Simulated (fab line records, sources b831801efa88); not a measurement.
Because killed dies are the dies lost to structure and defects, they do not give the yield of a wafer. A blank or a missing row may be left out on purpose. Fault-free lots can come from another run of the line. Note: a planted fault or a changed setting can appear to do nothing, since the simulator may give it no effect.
fab line records	flow sky130
record lots=6	wafers=18	lastDay=50
route steps=708 shown NWELL@82 PWDE@84 VT_ADJUST_HVTP@85 VT_ADJUST_LVTN@97 PAD_OPEN@708
lots that met no fault: from a run of the same line without faults
startH: the number of hours between the record's first day and the start of the first shown wafer of the lot	waitH: time in hours since the lot's previous step	" the same as in the row above	L1.1+2: several wafers, shown together as one row	- either no value or no given start	* or withheld: withheld	< > ~ a bound
route shown NAME@n: a module of which the file shows steps, and the number in the route of the first	usual: the fault-free wafers' mean and standard deviation	same: alike in all rows	chamber/n: place in a boat	sites: readings site by site	_std_site: the values' standard deviation	_edge_site: outer sites' mean less inner sites'	radiusMm: for every site, how far away it sits from the centre of the wafer	mask NAME#n: copy n	behind: the most recent tool/chamber to have shaped the wafer	hold: reason for holding the lot/hours on hold/outcome of the hold	device: the transistor (n, p or np) that didn't switch	end of line: tests run on the same wafers once the route is complete	a step without rows: its recipe alone	killed: the dies lost at the first sort to structure and to defects; this is not the yield of the wafer	map: per-die view of a wafer (x killed, . not killed, _ where there is no die)
set.NAME: the setting as run; set.NAME@STEP: as run at that earlier step	model.NAME: the simulator's own value behind a step, which no gauge read
certain route steps with their lots: each step a table, each wafer a row
services: when a tool's chamber went out of use (startH, in hours from the record's first day, below 0 if earlier), for how many hours, and the reason
## steps
# step SKY_NWELL_RS_MEAS_29
# recipe thkMeasGauge=four-point-probe
# usual NWELL_RS=625.1/1.4
lot.wafer	tool	chamber	startH	waitH	NWELL_RS[ohm/sq]
L169.2	filmMetro-03	-	106.95	0.1	623.9
L169.4	"	-	"	"	625.2
L169.5	"	-	"	"	623.3
L174.2	filmMetro-01	-	143.62	0.1	627.6
L174.4	"	-	"	"	627.8
L174.6	"	-	"	"	626.5
L182.2	filmMetro-01	-	182.51	0.1	628.1
L182.5	"	-	"	"	626.9
L182.6	"	-	"	"	626.6
L189.2	filmMetro-02	-	223.60	0.1	625.9
L189.3	"	-	"	"	627.2
L189.6	"	-	"	"	624.6
L191.1	filmMetro-02	-	238.04	0.1	625.5
L191.3	"	-	"	"	626.5
L191.5	"	-	"	"	624.9
L192.1	filmMetro-03	-	244.31	0.1	626.5
L192.2	"	-	"	"	626.7
L192.3	"	-	"	"	625.0
# step SKY_NWELL_RS_MEAS_31
# recipe thkMeasGauge=four-point-probe
# usual PWDE_RS=5272/16
lot.wafer	tool	chamber	startH	waitH	PWDE_RS[ohm/sq]
L169.2	filmMetro-03	-	107.19	0.1	5299
L169.4	"	-	"	"	5263
L169.5	"	-	"	"	5279
L174.2	filmMetro-01	-	143.86	0.1	5273
L174.4	"	-	"	"	5237
L174.6	"	-	"	"	5266
L182.2	filmMetro-01	-	182.75	0.1	5280
L182.5	"	-	"	"	5251
L182.6	"	-	"	"	5252
L189.2	filmMetro-02	-	223.84	0.1	5290
L189.3	"	-	"	"	5306
L189.6	"	-	"	"	5291
L191.1	filmMetro-02	-	238.28	0.1	5252
L191.3	"	-	"	"	5230
L191.5	"	-	"	"	5263
L192.1	filmMetro-03	-	244.55	0.1	5261
L192.2	"	-	"	"	5248
L192.3	"	-	"	"	5266
# step SKY_VT_ADJUST_HVTP_DEHYDRATE_00
# recipe tempC=200	timeS=60
# step SKY_VT_ADJUST_HVTP_HMDS_01
# recipe primeTimeS=60	primeTempC=120
# step SKY_VT_ADJUST_HVTP_COAT_02
# recipe resist=NOVOLAK	spinRpm=3000	resistThkNm=1140
# step SKY_VT_ADJUST_HVTP_SOFTBAKE_03
# recipe tempC=90	timeS=60	resist=NOVOLAK
# step SKY_VT_ADJUST_HVTP_EXPOSE_04
# recipe maskId=HVTPM	na=0.6	sourceShape=conventional	sigmaOuter=0.6	polarization=unpolarized	targetCdNm=380	doseMj=140
# step SKY_VT_ADJUST_HVTP_PEB_05
# recipe tempC=withheld	timeS=*	resist=NOVOLAK
# step SKY_VT_ADJUST_HVTP_DEVELOP_06
# recipe resist=NOVOLAK	developer=TMAH	developTimeS=60	devTempC=23
# step SKY_VT_ADJUST_HVTP_CD_MEAS_07
# recipe targetCdNm=380
# usual cdNm=379.9/2.6
lot.wafer	tool	chamber	startH	waitH	cdNm
L169.2	cdSem-01	-	125.11	0.1	378.6
L169.4	"	-	"	"	379.5
L169.5	"	-	"	"	377.3
L174.2	cdSem-01	-	163.94	0.1	376.1
L174.4	"	-	"	"	375.0
L174.6	"	-	"	"	376.5
L182.2	cdSem-02	-	204.93	0.1	382.9
L182.5	"	-	"	"	378.9
L182.6	"	-	"	"	380.9
L189.2	cdSem-02	-	247.59	0.1	380.4
L189.3	"	-	"	"	381.3
L189.6	"	-	"	"	382.4
L191.1	cdSem-01	-	262.31	0.1	377.0
L191.3	"	-	"	"	378.6
L191.5	"	-	"	"	377.1
L192.1	cdSem-01	-	268.79	0.1	379.1
L192.2	"	-	"	"	377.6
L192.3	"	-	"	"	379.8
# step SKY_VT_ADJUST_HVTP_OVL_MEAS_08
# usual VT_ADJUST_HVTP_OVL=0.9/1.3
lot.wafer	tool	chamber	startH	waitH	VT_ADJUST_HVTP_OVL[nm]
L169.2	overlay-01	-	125.21	0.1	1.6
L169.4	"	-	"	"	2.5
L169.5	"	-	"	"	0.1
L174.2	overlay-01	-	164.05	0.1	-0.2
L174.4	"	-	"	"	2.1
L174.6	"	-	"	"	2.8
L182.2	overlay-01	-	205.04	0.1	0.1
L182.5	"	-	"	"	-2.0
L182.6	"	-	"	"	0.1
L189.2	overlay-01	-	247.70	0.1	3.7
L189.3	"	-	"	"	1.8
L189.6	"	-	"	"	2.7
L191.1	overlay-01	-	262.43	0.1	0.2
L191.3	"	-	"	"	0.1
L191.5	"	-	"	"	1.3
L192.1	overlay-02	-	268.91	0.1	-1.2
L192.2	"	-	"	"	0.8
L192.3	"	-	"	"	-1.7
# step SKY_VT_ADJUST_HVTP_IMPLANT_09
# recipe species=As	energyKev=150	doseCm2=4.3e+12	tiltDeg=withheld
# usual beamEnergyKeV=150.00/0.047	doseIonsCm2=4.301e+12/4.9e+09	faradayCurrentUA=24.2/0.54
lot.wafer	tool	chamber	startH	waitH	beamEnergyKeV	doseIonsCm2	faradayCurrentUA	model.implant.rpNm	model.implant.drpNm
L169.2	implanter-04	0	125.27	0.0	149.99	4.305e+12	24.8	83.23	33.4
L169.4	"	0	"	"	150.02	4.308e+12	24.3	83.23	33.4
L169.5	"	0	"	"	150.00	4.303e+12	24.8	83.23	33.4
L174.2	implanter-03	0	164.10	0.0	149.96	4.3e+12	24.7	83.2	33.4
L174.4	"	0	"	"	149.94	4.3e+12	24.1	83.2	33.4
L174.6	"	0	"	"	149.94	4.293e+12	24.4	83.2	33.4
L182.2	implanter-04	0	205.09	0.0	149.99	4.299e+12	24.2	83.12	33.4
L182.5	"	0	"	"	150.01	4.299e+12	24.2	83.12	33.4
L182.6	"	0	"	"	149.96	4.298e+12	24.5	83.12	33.4
L189.2	implanter-04	0	247.75	0.0	150.03	4.298e+12	24.0	84.69	33.4
L189.3	"	0	"	"	150.04	4.304e+12	23.8	84.69	33.4
L189.6	"	0	"	"	149.98	4.304e+12	24.4	84.69	33.4
L191.1	implanter-04	0	262.47	0.0	134.87	4.303e+12	24.2	75.52	30.68
L191.3	"	0	"	"	134.90	4.309e+12	23.9	75.52	30.68
L191.5	"	0	"	"	134.86	4.302e+12	23.6	75.52	30.68
L192.1	implanter-04	0	268.94	0.0	134.92	4.296e+12	24.6	73.29	30.68
L192.2	"	0	"	"	134.86	4.3e+12	24.5	73.29	30.68
L192.3	"	0	"	"	134.99	4.292e+12	24.4	73.29	30.68
# step SKY_VT_ADJUST_HVTP_STRIP_10
# recipe chemistry=O2/N2	powerW=1400	pressureMtorr=1500	platenTempC=withheld	o2FlowSccm=3000	n2FlowSccm=300	overashFraction=0.5
# usual drypumpMotorCurrentA=6.2/0.38	oesProductAu=0.716/0.0043	stripTimeToEndpointS=14.19/0.044
lot.wafer	tool	chamber	startH	waitH	drypumpMotorCurrentA	oesProductAu	rfHoursCounterH	stripTimeToEndpointS
L169.2	plasmaAsher-01	0	125.39	0.1	6.7	0.711	43	14.19
L169.4	"	1	"	"	6.4	0.711	-	14.10
L169.5	"	1	"	"	6.4	0.710	-	14.18
L174.2	plasmaAsher-01	0	164.23	0.1	6.7	0.720	48	14.21
L174.4	"	0	"	"	6.7	0.716	-	14.17
L174.6	"	0	"	"	6.7	0.715	-	14.21
L182.2	plasmaAsher-04	0	205.22	0.1	6.4	0.719	40	14.20
L182.5	"	1	"	"	5.8	0.713	-	14.19
L182.6	"	0	"	"	6.4	0.716	-	14.14
L189.2	plasmaAsher-01	1	247.88	0.1	6.4	0.714	56	14.13
L189.3	"	1	"	"	6.4	0.717	-	14.17
L189.6	"	0	"	"	6.7	0.712	-	14.18
L191.1	plasmaAsher-04	1	262.62	0.1	5.8	0.715	46	14.11
L191.3	"	0	"	"	6.4	0.710	-	14.11
L191.5	"	0	"	"	6.4	0.721	-	14.12
L192.1	plasmaAsher-03	0	269.09	0.1	5.7	0.718	57	14.18
L192.2	"	1	"	"	6.4	0.721	57	14.16
L192.3	"	1	"	"	6.4	0.712	-	14.17
# step SKY_VT_ADJUST_HVTP_TW_MEAS_11
# usual VT_ADJUST_HVTP_TW=1360/7.6
lot.wafer	tool	chamber	startH	waitH	VT_ADJUST_HVTP_TW
L169.2	filmMetro-04	-	125.50	0.1	1374
L169.4	"	-	"	"	1372
L169.5	"	-	"	"	1372
L174.2	filmMetro-01	-	164.34	0.1	1359
L174.4	"	-	"	"	1360
L174.6	"	-	"	"	1363
L182.2	filmMetro-02	-	205.33	0.1	1365
L182.5	"	-	"	"	1372
L182.6	"	-	"	"	1367
L189.2	filmMetro-01	-	247.99	0.1	1346
L189.3	"	-	"	"	1353
L189.6	"	-	"	"	1354
L191.1	filmMetro-01	-	262.72	0.1	1320
L191.3	"	-	"	"	1314
L191.5	"	-	"	"	1313
L192.1	filmMetro-02	-	269.19	0.1	1336
L192.2	"	-	"	"	1331
L192.3	"	-	"	"	1338
# step SKY_VT_ADJUST_LVTN_DEHYDRATE_00
# recipe tempC=200	timeS=60
# step SKY_PAD_OPEN_PROBE_99
# usual killed_at_M0_to_M3=44/6.8	killed_at_M4_up=2.9/1.7	killedAtContacts=24/5.2	killedAtFrontEnd=15/4	killedAtOther=0.2/0.44	killedDies=86/9.9	killedOpen=47/7.9	killedShort=39/6.3
# same grossDies=492	killedAtBackSide=0
lot.wafer	tool	chamber	startH	waitH	killed_at_M0_to_M3	killed_at_M4_up	killedAtContacts	killedAtFrontEnd	killedAtOther	killedDies	killedOpen	killedShort	model.etest.tipP.rsOhmSq	model.etest.pfet_01v8.rOnOhmUm	model.etest.pfet_01v8.driveUaUm	model.etest.pfet_01v8_mvt.driveUaUm	model.etest.pfet_01v8_hvt.driveUaUm	model.etest.sramPfetLatch.driveUaUm	model.etest.pfet_01v8_mvt.offLog10AUm	model.etest.pfet_01v8.offLog10AUm
L174.2	prober-02	-	1118.83	0.1	49	2	27	16	1	95	51	44	6833	2907	191.9	151	143.7	142.8	-10.6	-9.717
L174.4	prober-02	-	1118.93	0.2	49	2	29	14	0	94	57	37	6825	2947	188.1	149.9	140.4	140.7	-10.72	-9.948
L174.6	prober-02	-	1119.03	0.2	45	1	31	11	0	88	53	35	6832	2882	194.2	152.2	145.6	144.3	-10.6	-9.596
L182.2	prober-01	-	1155.51	0.1	50	1	15	13	0	79	44	35	6854	2891	194.8	154.2	147.1	143.8	-10.6	-9.757
L182.5	prober-01	-	1155.66	0.2	39	2	28	10	0	79	50	29	6838	2943	188	150.1	140.6	139.2	-10.76	-10.01
L182.6	prober-01	-	1155.71	0.2	32	4	27	12	1	76	38	37	6833	2950	189.6	151.7	142.1	142.1	-10.67	-10.09
L189.2	prober-01	-	1190.35	0.1	51	1	19	20	0	91	50	41	6778	2867	195	154.2	144	146.9	-10.46	-9.528
L189.3	prober-01	-	1190.40	0.2	41	3	22	15	0	81	43	38	6748	2892	193.8	153.2	144.9	147	-10.55	-9.66
L189.6	prober-01	-	1190.55	0.2	46	2	25	22	1	96	49	47	6792	2943	188	149.8	139.6	136.1	-10.51	-9.671
L191.1	prober-01	-	1198.24	0.1	55	4	27	10	0	96	59	37	7166	2983	184	141.9	136.6	135.8	-12.06	-10.68
L191.3	prober-01	-	1198.34	0.2	37	3	24	17	0	81	47	34	7120	2964	186.6	143.7	137.5	138.2	-12	-10.64
L191.5	prober-01	-	1198.44	0.2	50	4	22	15	0	91	57	34	7114	2936	188.7	146.4	140.3	135.2	-11.9	-10.29
L192.1	prober-02	-	1202.69	0.1	50	5	27	18	1	101	59	42	7297	3042	180.8	139.1	133	137.8	-12.45	-10.71
L192.2	prober-02	-	1202.74	0.1	43	3	20	17	0	83	52	31	7253	3124	173.4	137	128	129.4	-12.24	-11.34
L192.3	prober-02	-	1202.79	0.2	43	2	26	17	0	88	56	32	7273	3100	175	137.6	128.8	129.7	-12.42	-11.21
# killed by level:class
L174.2 LI_CONTACT:geometricParticle:open=10 METAL2:geometricParticle:short=10 VIA3:geometricParticle:open=8 VIA2:geometricParticle:open=7 VIA1:geometricParticle:open=7 CONTACT:geometricParticle:open=6 FIELD_ISO:geometricParticle:open=5 METAL3:geometricParticle:short=5
L174.4 VIA1:geometricParticle:open=15 FIELD_ISO:geometricParticle:open=8 LI_CONTACT:geometricParticle:open=8 LOCAL_INTERCONNECT:geometricParticle:short=7 CONTACT:geometricParticle:open=7 VIA2:geometricParticle:open=7 FIELD_ISO:geometricParticle:short=5 METAL1:geometricParticle:short=5
L174.6 VIA1:geometricParticle:open=15 CONTACT:geometricParticle:open=13 LI_CONTACT:geometricParticle:open=7 LOCAL_INTERCONNECT:geometricParticle:short=6 METAL2:geometricParticle:short=6 VIA1:geometricParticle:short=5 VIA3:geometricParticle:open=4 FIELD_ISO:geometricParticle:open=3
L182.2 METAL1:geometricParticle:short=12 VIA1:geometricParticle:open=11 CONTACT:geometricParticle:open=7 VIA3:geometricParticle:open=5 VIA2:geometricParticle:open=5 LI_CONTACT:geometricParticle:open=5 VIA3:geometricParticle:short=5 VIA1:geometricParticle:short=4
L182.5 CONTACT:geometricParticle:open=12 VIA1:geometricParticle:open=10 LI_CONTACT:geometricParticle:open=8 METAL1:geometricParticle:short=8 VIA2:geometricParticle:open=7 CONTACT:geometricParticle:short=6 VIA3:geometricParticle:open=4 VIA1:geometricParticle:short=3
L182.6 CONTACT:geometricParticle:open=12 CONTACT:geometricParticle:short=7 VIA1:geometricParticle:open=6 FIELD_ISO:geometricParticle:short=5 METAL1:geometricParticle:short=5 VIA3:geometricParticle:open=5 FIELD_ISO:geometricParticle:open=4 LI_CONTACT:geometricParticle:open=3
L189.2 VIA1:geometricParticle:open=13 FIELD_ISO:geometricParticle:open=8 VIA2:geometricParticle:open=8 LI_CONTACT:geometricParticle:open=7 VIA3:geometricParticle:short=7 CONTACT:geometricParticle:open=7 POLY_GATE:geometricParticle:short=6 VIA1:geometricParticle:short=5
L189.3 VIA3:geometricParticle:open=10 LI_CONTACT:geometricParticle:open=8 VIA3:geometricParticle:short=7 VIA1:geometricParticle:open=6 POLY_GATE:geometricParticle:short=5 POLY_GATE:geometricParticle:open=5 CONTACT:geometricParticle:open=5 VIA1:geometricParticle:short=5
L189.6 CONTACT:geometricParticle:open=10 VIA3:geometricParticle:open=9 POLY_GATE:geometricParticle:open=7 VIA2:geometricParticle:short=7 FIELD_ISO:geometricParticle:short=6 METAL1:geometricParticle:short=6 VIA1:geometricParticle:open=6 VIA2:geometricParticle:open=6
L191.1 VIA1:geometricParticle:open=15 VIA3:geometricParticle:open=10 LI_CONTACT:geometricParticle:open=9 VIA2:geometricParticle:open=8 CONTACT:geometricParticle:open=6 CONTACT:geometricParticle:short=6 METAL1:geometricParticle:short=6 FIELD_ISO:geometricParticle:open=5
L191.3 VIA2:geometricParticle:open=10 LI_CONTACT:geometricParticle:open=8 POLY_GATE:geometricParticle:open=6 VIA1:geometricParticle:open=6 FIELD_ISO:geometricParticle:short=5 CONTACT:geometricParticle:open=5 CONTACT:geometricParticle:short=5 VIA3:geometricParticle:open=5
L191.5 VIA1:geometricParticle:open=14 CONTACT:geometricParticle:open=10 POLY_GATE:geometricParticle:open=8 VIA3:geometricParticle:open=7 LI_CONTACT:geometricParticle:open=6 VIA1:geometricParticle:short=6 VIA2:geometricParticle:open=6 METAL2:geometricParticle:short=4
L192.1 VIA1:geometricParticle:open=14 CONTACT:geometricParticle:open=11 LI_CONTACT:geometricParticle:open=8 FIELD_ISO:geometricParticle:open=6 VIA3:geometricParticle:open=6 VIA3:geometricParticle:short=5 VIA1:geometricParticle:short=5 VIA2:geometricParticle:open=5
L192.2 VIA1:geometricParticle:open=11 CONTACT:geometricParticle:open=7 VIA1:geometricParticle:short=7 METAL1:geometricParticle:open=6 VIA2:geometricParticle:open=6 FIELD_ISO:geometricParticle:open=4 LI_CONTACT:geometricParticle:open=4 CONTACT:geometricParticle:short=4
L192.3 VIA1:geometricParticle:open=11 CONTACT:geometricParticle:open=9 VIA3:geometricParticle:open=8 POLY_GATE:geometricParticle:open=7 LOCAL_INTERCONNECT:geometricParticle:short=7 LI_CONTACT:geometricParticle:open=5 METAL1:geometricParticle:short=5 VIA2:geometricParticle:open=4
## services
tool	chamber	startH	hours	kind
implanter-04	-	109.65	1.2	repair
implanter-03	-	112.71	1.0	repair
implanter-04	-	144.23	2.4	repair
plasmaAsher-04	-	151.43	0.7	repair
implanter-03	-	184.67	3.1	repair
plasmaAsher-01	-	205.14	2.2	repair
implanter-03	-	263.88	5.2	repair
## key
firstSign step=SKY_VT_ADJUST_HVTP_IMPLANT_09	reading=beamEnergyKeV	direction=down	sigmas=99+	usual=*	struck=*
effect step=SKY_VT_ADJUST_HVTP_TW_MEAS_11	reading=VT_ADJUST_HVTP_TW	direction=down	sigmas=4.7	usual=1360	struck=1325
modelEffect step=SKY_VT_ADJUST_HVTP_IMPLANT_09	value=implant.rpNm	without=82.25	struck=74.4
modelEffect step=SKY_PAD_OPEN_PROBE_99	value=etest.tipP.rsOhmSq	without=6888	struck=7204
metAt SKY_VT_ADJUST_HVTP_IMPLANT_09
struckWafers L191.1,L191.3,L191.5,L192.1,L192.2,L192.3
testerLeftOut L191,L192
onsetBetween 247.75 262.47
fault kind=processParameterDrift	tool=implanter-04	chamber=-	onsetH=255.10	steps=SKY_VT_ADJUST_HVTP_IMPLANT_09	channel=energyKev	offset=*	shape=step	endH=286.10	actsIn=*	stated=*
# testerLeftOut: of these lots the tester's yield and bins aren't shown, on N5 and GAA mostly nor the transistor test; their killed dies are dies lost to structure and defects alone, not to doping, threshold or leakage, so they don't give the yield
